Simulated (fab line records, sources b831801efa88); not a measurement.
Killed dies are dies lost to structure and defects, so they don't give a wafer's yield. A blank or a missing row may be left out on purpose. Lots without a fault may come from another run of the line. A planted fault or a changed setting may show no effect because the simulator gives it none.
What tool caused it? | flow sky130 | 12 lots, 36 wafers sampled, at 5 steps of a route of 708

== WHAT EACH GAUGE READ, for each wafer ==
SKY_FIELD_ISO_CD_MEAS_13 targets a cd of 150 nm. Usual: cd_nm 149.6 nm, standard deviation 1.3.
lot  | measured    | on        | cd_nm (nm)        | flag
L528 | day 3 23:31 | cd_sem-02 | 149.5 151.1 150.7 |
L529 | day 4 07:48 | cd_sem-01 | 150.4 149.1 149.9 |
L532 | day 4 18:38 | cd_sem-02 | 149.2 147.9 148.3 |
L533 | day 4 23:05 | cd_sem-02 | 151.2 150.6 149.6 |
L534 | day 5 04:24 | cd_sem-02 | 148.0 146.2 148.6 |
L536 | day 5 18:12 | cd_sem-01 | 149.6 149.0 150.0 |
L537 | day 5 23:04 | cd_sem-02 | 149.9 148.0 149.8 |
L538 | day 6 01:39 | cd_sem-01 | 149.2 147.9 148.0 |
L539 | day 6 11:18 | cd_sem-01 | 149.0 150.0 149.3 |
L541 | day 6 17:32 | cd_sem-01 | 152.0 151.6 152.6 |
L542 | day 6 23:03 | cd_sem-02 | 150.6 150.9 151.3 |
L543 | day 7 02:57 | cd_sem-01 | 150.6 150.7 149.2 |

SKY_NWELL_RS_MEAS_29: the measuring method here is four-point-probe. Usual: NWELL_RS typically reads 624.4 ohm/sq, with standard deviation 1.5.
lot  | measured     | on            | NWELL_RS (ohm/sq) | flag
L528 | day 7 13:33  | film_metro-02 | 595.9 597.3 595.1 | OFF
L529 | day 7 21:26  | film_metro-02 | 598.9 599.1 600.4 | OFF
L532 | day 8 10:53  | film_metro-02 | 624.1 625.1 623.5 |
L533 | day 8 15:11  | film_metro-04 | 624.7 625.2 623.7 |
L534 | day 8 20:24  | film_metro-01 | 620.9 624.7 623.3 |
L536 | day 9 10:39  | film_metro-01 | 625.9 626.2 625.7 |
L537 | day 9 15:24  | film_metro-02 | 623.4 624.8 622.9 |
L538 | day 9 21:20  | film_metro-04 | 622.4 623.4 624.8 |
L539 | day 10 10:18 | film_metro-04 | 623.9 625.2 625.1 |
L541 | day 10 17:53 | film_metro-04 | 622.8 623.2 623.0 |
L542 | day 10 20:40 | film_metro-04 | 625.6 626.1 623.9 |
L543 | day 11 02:03 | film_metro-02 | 622.9 622.9 623.9 |

SKY_NWELL_RS_MEAS_31: the measuring method here is four-point-probe. Usual: PWDE_RS typically reads 5270 ohm/sq, with standard deviation 16.
lot  | measured     | on            | PWDE_RS (ohm/sq) | flag
L528 | day 7 13:47  | film_metro-02 | 5274 5298 5294   |
L529 | day 7 21:40  | film_metro-02 | 5267 5234 5260   |
L532 | day 8 11:07  | film_metro-02 | 5273 5267 5272   |
L533 | day 8 15:25  | film_metro-04 | 5261 5285 5275   |
L534 | day 8 20:38  | film_metro-01 | 5299 5292 5310   |
L536 | day 9 10:53  | film_metro-01 | 5277 5273 5270   |
L537 | day 9 15:38  | film_metro-02 | 5276 5273 5276   |
L538 | day 9 21:34  | film_metro-04 | 5277 5279 5257   |
L539 | day 10 10:32 | film_metro-04 | 5268 5274 5272   |
L541 | day 10 18:07 | film_metro-04 | 5287 5290 5294   |
L542 | day 10 20:54 | film_metro-04 | 5266 5277 5244   |
L543 | day 11 02:17 | film_metro-02 | 5259 5256 5249   |

SKY_VT_ADJUST_PCH_TW_MEAS_10. Usual: VT_ADJUST_PCH_TW typically reads 142.9, with standard deviation 2.1.
lot  | measured     | on            | VT_ADJUST_PCH_TW  | flag
L528 | day 13 05:14 | film_metro-03 | 145.2 145.5 146.4 |
L529 | day 13 12:26 | film_metro-01 | 138.9 140.5 139.9 |
L532 | day 14 08:43 | film_metro-03 | 144.9 144.1 144.0 |
L533 | day 14 12:02 | film_metro-04 | 144.5 144.5 144.3 |
L534 | day 14 22:35 | film_metro-01 | 141.2 141.3 140.8 |
L536 | day 15 15:13 | film_metro-04 | 144.8 144.9 145.6 |
L537 | day 15 19:03 | film_metro-04 | 144.4 144.2 145.0 |
L538 | day 16 03:38 | film_metro-04 | 145.2 145.5 144.8 |
L539 | day 16 18:55 | film_metro-04 | 145.3 145.2 144.6 |
L541 | day 17 06:40 | film_metro-01 | 141.3 140.5 140.7 |
L542 | day 17 09:17 | film_metro-01 | 141.2 141.2 140.8 |
L543 | day 17 15:03 | film_metro-01 | 140.8 141.1 140.6 |

== EACH LOT AND THE TOOL THAT RAN IT (in order: tool; ch and the chambers of the sampled wafers; start) ==
lot  | SKY_NWELL_IMPLANT_11
L528 | implanter-04 ch 0, day 6 16:34
L529 | implanter-04 ch 0, day 7 00:07
L532 | implanter-01 ch 0, day 7 13:04
L533 | implanter-02 ch 0, day 7 17:43
L534 | implanter-02 ch 0, day 7 22:29
L536 | implanter-01 ch 0, day 8 12:49
L537 | implanter-01 ch 0, day 8 18:04
L538 | implanter-02 ch 0, day 9 00:07
L539 | implanter-02 ch 0, day 9 12:25
L541 | implanter-02 ch 0, day 9 18:58
L542 | implanter-01 ch 0, day 9 22:19
L543 | implanter-01 ch 0, day 10 02:05
- SKY_NWELL_IMPLANT_11

== WHAT THE TOOLS THEMSELVES READ (means of the sampled wafers that have a number; where no wafer has one, the mark that the record gives instead) ==
SKY_NWELL_IMPLANT_11. Usual: beam_energy_keV 399.99, standard deviation 0.12; end_station_pressure_torr 5.08e-06 Torr, standard deviation 2.8e-07.
lot  | tool         | beam_energy_keV | end_station_pressure_torr (Torr) | flag
L528 | implanter-04 | 490.35          | 5.25e-06                         | OFF
L529 | implanter-04 | 490.41          | 5.02e-06                         | OFF
L532 | implanter-01 | 400.03          | 4.96e-06                         |
L533 | implanter-02 | 399.90          | 5.05e-06                         |
L534 | implanter-02 | 399.88          | 5.07e-06                         |
L536 | implanter-01 | 400.00          | 5.20e-06                         |
L537 | implanter-01 | 400.05          | 5.46e-06                         |
L538 | implanter-02 | 399.95          | 5.10e-06                         |
L539 | implanter-02 | 399.92          | 5.19e-06                         |
L541 | implanter-02 | 399.84          | 5.06e-06                         |
L542 | implanter-01 | 400.17          | 5.14e-06                         |
L543 | implanter-01 | 400.13          | 5.14e-06                         |

== THE ANSWER, worked out from the rows above alone ==
Rule: take the mean of a lot's wafers that have a number; if it is more than 3 standard deviations from the usual mean, the lot is off. Also off: a lot with no number at a reading for which 4 or more lots have one. Where the step has rows for the other lots, those lots are counted as sound. Order of review: gauges by route order, followed by the tools' own readings, for which a lot's mean as printed above is used. At the first step where some lot is off, the reading lying furthest off is the one used; lots without a number count as furthest.
Off: L528, L529, at SKY_NWELL_RS_MEAS_29 (NWELL_RS).
A tool fits if, at a process step before that reading, it ran every lot that is off, and no sound lot after the first of them. The gauges at SKY_NWELL_RS_MEAS_29 aren't tried: what is off there is off at SKY_NWELL_IMPLANT_11 too, on other tools, and a gauge's error can't cause that. One fits: SKY_NWELL_IMPLANT_11 on implanter-04. It ran no sound lot before its first lot that is off in this sample, so the start can't be narrowed down.
The tool's own readings at SKY_NWELL_IMPLANT_11 bear it out: on the lots that are off they differ by more than 5 times the standard deviation of the sound lots' means. beam_energy_keV reads 490.38 there against 399.99 on the sound lots.

== WHAT HAD BEEN PUT IN BY THE SIMULATOR ==
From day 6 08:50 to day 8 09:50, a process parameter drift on implanter-04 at SKY_NWELL_IMPLANT_11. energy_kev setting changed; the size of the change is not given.
Shown lots that were struck: L528, L529. The rule above reached the same finding.
